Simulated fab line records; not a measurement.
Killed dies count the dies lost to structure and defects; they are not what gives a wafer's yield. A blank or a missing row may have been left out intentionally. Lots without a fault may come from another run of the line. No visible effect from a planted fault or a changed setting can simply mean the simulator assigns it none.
The tool behind it: which one? | flow gf180mcu | 6 lots, 18 wafers sampled, at 2 steps of a route of 602

WHAT THE GAUGES READ, wafer by wafer
GF_DNWELL_TW_MEAS_09.
lot  | measured    | on            | DNWELL_TW
L864 | day 3 03:53 | film metro-01 | 1329 1341 1331
L868 | day 3 23:10 | film metro-01 | 1331 1323 1337
L875 | day 5 13:13 | film metro-02 | 1334 1327 1328
L877 | day 6 00:20 | film metro-04 | 1190 1182 1190
L879 | day 6 09:20 | film metro-01 | 1344 1338 1334
L882 | day 7 01:22 | film metro-02 | 1341 1342 1343

TOOL THAT RAN EACH LOT (tool first, then ch and the chambers of the sampled wafers, then the start)
lot  | GF_DNWELL_IMPLANT_07
L864 | implanter-01 ch 0, day 3 03:40
L868 | implanter-01 ch 0, day 3 22:55
L875 | implanter-01 ch 0, day 5 12:58
L877 | implanter-01 ch 0, day 6 00:06
L879 | implanter-04 ch 0, day 6 09:07
L882 | implanter-04 ch 0, day 7 01:07
- GF_DNWELL_IMPLANT_07

THE ANSWER, worked out from the rows above alone
Rule: what is usual is taken from the lots themselves. The widest of any qualifying gaps counts: lots, ordered by their means at a reading, are off when they make up no more than a third of the lots, leave a main group of 4 or more, and stand apart from it by 3 or more times the standard deviation of that group's means. A main group whose means are all the same, to the digits that the tables above print for the reading, isn't used. Also off: a lot with no number at a reading for which 4 or more lots have one. Where the step has rows for the other lots, those lots are counted as sound.
Off: L877, seen at GF_DNWELL_TW_MEAS_09 (DNWELL_TW). The main group: mean 1335, standard deviation 4.8.
A tool fits if, at a process step before that reading, it ran every lot that is off, and no sound lot after the first of them. Gauges at GF_DNWELL_TW_MEAS_09: tried the same way as those tools. Undecided on this evidence; 2 tools fit (implanter-01 at GF_DNWELL_IMPLANT_07, film metro-04 at GF_DNWELL_TW_MEAS_09).

WHAT THE SIMULATOR HAD INSERTED
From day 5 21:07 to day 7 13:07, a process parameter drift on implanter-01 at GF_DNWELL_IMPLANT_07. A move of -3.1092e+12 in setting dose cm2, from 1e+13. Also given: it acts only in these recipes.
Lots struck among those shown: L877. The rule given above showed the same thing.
